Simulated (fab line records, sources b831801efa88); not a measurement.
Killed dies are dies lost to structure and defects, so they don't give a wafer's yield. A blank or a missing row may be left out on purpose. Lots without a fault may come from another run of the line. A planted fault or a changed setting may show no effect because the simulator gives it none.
Which tool did it? | flow sfq_line | 14 lots, 42 wafers sampled, at 4 steps of a route of 325

WHAT THE GAUGES READ, wafer by wafer
SFQ_I7_BOW_MEAS_946.
lot  | measured     | on            | I7_BOW (um)
L885 | day 72 20:02 | film_metro-01 | 0 0 7
L886 | day 73 05:44 | film_metro-01 | 14 28 19
L887 | day 74 22:46 | film_metro-01 | 15 16 11
L888 | day 75 01:46 | film_metro-03 | 18 18 2
L889 | day 75 04:47 | film_metro-04 | -7 -13 -8
L890 | day 75 05:21 | film_metro-01 | 14 3 11
L894 | day 76 12:37 | film_metro-04 | 19 17 3
L898 | day 77 16:54 | film_metro-03 | 4 0 11
L899 | day 77 18:31 | film_metro-04 | 8 20 8
L901 | day 78 00:31 | film_metro-01 | 7 8 3
L904 | day 82 21:52 | film_metro-01 | -7 -6 -5
L905 | day 83 06:02 | film_metro-03 | 15 6 5
L906 | day 86 15:01 | film_metro-04 | -13 -11 -17
L907 | day 86 17:48 | film_metro-04 | -2 9 11

SFQ_M8_RS_MEAS_949: measures by four-point-probe.
lot  | measured     | on            | M8_AU_RS (ohm/sq)
L885 | day 81 13:31 | film_metro-02 | 0.1530 0.1527 0.1526
L886 | day 81 18:18 | film_metro-03 | 0.1547 0.1548 0.1528
L887 | day 83 07:30 | film_metro-02 | 0.1555 0.1544 0.1564
L888 | day 83 15:54 | film_metro-02 | 0.1556 0.1537 0.1546
L889 | day 83 19:31 | film_metro-02 | 0.1555 0.1553 0.1549
L890 | day 83 23:08 | film_metro-02 | 0.1526 0.1535 0.1539
L894 | day 85 07:38 | film_metro-03 | 0.1540 0.1541 0.1548
L898 | day 86 05:34 | film_metro-02 | 0.1534 0.1546 0.1544
L899 | day 86 06:46 | film_metro-03 | 0.1512 0.1512 0.1525
L901 | day 86 10:26 | film_metro-02 | 0.1532 0.1523 0.1539
L904 | day 86 21:12 | film_metro-02 | 0.1544 0.1539 0.1531
L905 | day 87 00:52 | film_metro-04 | 0.1551 0.1545 0.1532
L906 | day 87 10:16 | film_metro-02 | 0.1544 0.1535 0.1545
L907 | day 87 11:30 | film_metro-03 | 0.1518 0.1520 0.1539

WHICH TOOL RAN EACH LOT (tool, then ch and the chambers of the sampled wafers, then the start)
lot  | SFQ_TRILAYER_M6_STRIP_STRIP_163   | SFQ_TRILAYER_M8_LITHO_EXPOSE_194
L885 | rie_metal-03 ch 0,1, day 65 19:49 | krf_scanner-01 ch 0, day 81 11:26
L886 | rie_metal-03 ch 0, day 65 22:13   | krf_scanner-01 ch 0, day 81 16:02
L887 | rie_metal-01 ch 0,1, day 69 01:49 | krf_scanner-01 ch 0, day 83 05:14
L888 | rie_metal-02 ch 0,1, day 69 03:18 | krf_scanner-01, day 83 13:38
L889 | rie_metal-01 ch 0,1, day 69 04:30 | krf_scanner-01, day 83 17:26
L890 | rie_metal-02 ch 0,1, day 69 05:54 | krf_scanner-01 ch 0, day 83 21:14
L894 | rie_metal-01 ch 0,1, day 73 07:54 | krf_scanner-02 ch 0, day 85 05:22
L898 | rie_metal-03 ch 0,1, day 76 15:49 | krf_scanner-02 ch 0, day 86 03:17
L899 | rie_metal-01 ch 1, day 76 17:01   | krf_scanner-02 ch 0, day 86 04:29
L901 | rie_metal-03 ch 0,1, day 76 23:01 | krf_scanner-02 ch 0, day 86 08:05
L904 | rie_metal-01 ch 0,1, day 77 16:01 | krf_scanner-02 ch 0, day 86 19:17
L905 | rie_metal-01 ch 1, day 77 18:13   | krf_scanner-02 ch 0, day 86 22:35
L906 | rie_metal-01 ch 0, day 77 20:37   | krf_scanner-02 ch 0, day 87 07:59
L907 | rie_metal-03 ch 0,1, day 77 23:58 | krf_scanner-02 ch 0, day 87 09:35
- SFQ_TRILAYER_M6_STRIP_STRIP_163: strips in O2.
- SFQ_TRILAYER_M8_LITHO_EXPOSE_194: exposes mask M8, target cd 2000 nm.

WHAT THE TOOLS THEMSELVES READ (means of the sampled wafers that have a number; where no wafer has one, the mark that the record gives instead)
SFQ_TRILAYER_M6_STRIP_STRIP_163.
lot  | tool         | drypump_motor_current_A (A) | oes_product_au (a.u.) | platen_temp_c (C)
L885 | rie_metal-03 | 6.0                         | 0.992                 | 39.98
L886 | rie_metal-03 | 5.1                         | 0.987                 | 40.04
L887 | rie_metal-01 | 5.3                         | 0.993                 | 39.88
L888 | rie_metal-02 | 5.6                         | 0.994                 | 39.86
L889 | rie_metal-01 | 5.3                         | 1.001                 | 40.03
L890 | rie_metal-02 | 5.6                         | 0.994                 | 39.98
L894 | rie_metal-01 | 5.3                         | 1.007                 | 40.04
L898 | rie_metal-03 | 6.0                         | 1.007                 | 39.97
L899 | rie_metal-01 | 5.4                         | 1.006                 | 39.98
L901 | rie_metal-03 | 5.5                         | 0.996                 | 40.16
L904 | rie_metal-01 | 5.3                         | 1.001                 | 40.02
L905 | rie_metal-01 | 5.4                         | 0.998                 | 39.94
L906 | rie_metal-01 | 5.3                         | 1.008                 | 40.04
L907 | rie_metal-03 | 6.0                         | 1.003                 | 40.06

SFQ_TRILAYER_M8_LITHO_EXPOSE_194.
lot  | tool           | exposure_dose_mJ_cm2 | focus_offset_nm (nm)
L885 | krf_scanner-01 | 14.410               | 0.4
L886 | krf_scanner-01 | 14.383               | -0.7
L887 | krf_scanner-01 | 14.397               | -0.2
L888 | krf_scanner-01 | -                    | -
L889 | krf_scanner-01 | -                    | -
L890 | krf_scanner-01 | 14.413               | 0.6
L894 | krf_scanner-02 | 14.404               | -0.1
L898 | krf_scanner-02 | 14.402               | -0.4
L899 | krf_scanner-02 | 14.390               | -0.4
L901 | krf_scanner-02 | 14.390               | -0.4
L904 | krf_scanner-02 | 14.406               | 0.1
L905 | krf_scanner-02 | 14.397               | 0.1
L906 | krf_scanner-02 | 14.413               | 0.3
L907 | krf_scanner-02 | 14.422               | -0.6

THE ANSWER, worked out from the rows above alone
Rule: what is usual is taken from the lots themselves. Put in order of their means at a reading, lots are off if they are a third of the lots or fewer, leave a main group of 4 or more, and stand apart from it by a gap of 3 or more times the standard deviation of the main group's means; of several such gaps the widest counts. A main group whose means are all the same, to the digits that the tables above print for the reading, isn't used. A lot without any number at a reading at which 4 lots or more have one is off too. The other lots that the step has rows for count as sound. The gauges are gone through in route order, then the tools' own readings, and for those a lot's mean is taken as printed above. The first step at which some lot is off is used, and at that step the reading that is off furthest; a lot without a number counts as furthest.
Off: L888, L889, at SFQ_TRILAYER_M8_LITHO_EXPOSE_194 (exposure_dose_mJ_cm2). Without a number there: L888, L889. The main group: mean 14.402, standard deviation 0.011.
A tool fits if, at that step or a process step before it, it ran every lot that is off, and no sound lot after the first of them. None of those tried fits.

WHAT THE SIMULATOR HAD PUT IN
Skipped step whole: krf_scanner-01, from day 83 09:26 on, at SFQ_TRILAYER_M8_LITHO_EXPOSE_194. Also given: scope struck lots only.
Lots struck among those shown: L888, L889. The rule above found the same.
